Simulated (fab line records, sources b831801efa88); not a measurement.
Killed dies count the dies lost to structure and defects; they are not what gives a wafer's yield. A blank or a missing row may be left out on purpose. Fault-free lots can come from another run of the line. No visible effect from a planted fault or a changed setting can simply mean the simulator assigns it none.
The same fault as seen by 2 desks | flow gf180mcu | only its own numbers are on each desk; what lay behind them is given at the end

== THE TOOL OWNER'S DESK: pvd sputter-02 ==
At GF_V1_SPUTTER_22 (material TiN, target thk 10 nm, time 40 s) the tool's own readings: per lot run on this tool, the mean of the sampled wafers that have a number. A lot is out of limits, marked OUT, if its mean lies more than 4 standard deviations from the usual mean; the brackets give that distance.
Columns: A = cathode dc power W at GF_V1_SPUTTER_22, usual 4000.1 W; B = chamber pressure pa at GF_V1_SPUTTER_22, usual 4.999 Pa; C = throttle valve pct at GF_V1_SPUTTER_22, usual 30.1 %
lot  | first seen here | A                        | B     | C
L529 | day 21 02:11    | 4081.4 (+99 or more) OUT | 4.999 | 29.4
L531 | day 21 10:02    | 4080.7 (+99 or more) OUT | 4.999 | 30.0
L538 | day 23 14:53    | 4000.1                   | 5.005 | 29.9
L539 | day 24 00:24    | 3999.9                   | 4.989 | 29.5
L546 | day 25 21:30    | 4000.1                   | 4.994 | 29.6
This desk's finding: out of limits on L529, L531; first on L529, day 21 02:11 (cathode dc power W at GF_V1_SPUTTER_22). In limits: L538, L539, L546.

== METROLOGY DESK ==
What the gauges read, lot by lot, whatever tool the lot ran on: means of the sampled wafers that have a number. A lot is out of limits, marked OUT, if its mean lies more than 4 standard deviations from the usual mean; the brackets give that distance.
Columns: A = cd nm at GF_V1_CD_MEAS_14, usual 259.9 nm; B = V1_OVL at GF_V1_OVL_MEAS_15, usual -1 nm
lot  | first seen here | A     | B
L525 | day 19 04:14    | 258.0 | 0
L529 | day 21 01:16    | 259.3 | -10
L531 | day 21 09:10    | 258.8 | 7
L538 | day 23 14:02    | 260.3 | 10
L539 | day 23 23:08    | 259.6 | 2
L546 | day 25 20:37    | 257.6 | 8
This desk found nothing out of limits on any of the 6 lots.

== BROUGHT TOGETHER ==
The tool owner's desk could have raised an alarm at day 21 02:11, on L529, L531.
Nothing out of limits was seen by the metrology desk.
The metrology desk has L529, L531 on record, within its limits.
All the named lots went through GF_V1_SPUTTER_22 on pvd sputter-02.

== WHAT THE SIMULATOR HAD INSERTED ==
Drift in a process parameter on pvd sputter-02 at GF_V1_SPUTTER_22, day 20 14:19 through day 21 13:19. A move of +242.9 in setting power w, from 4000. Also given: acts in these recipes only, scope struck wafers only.
Shown lots that were struck: L529, L531.
Time in hours from fault onset to the first out-of-limits reading at each desk: the tool owner's desk, 12.
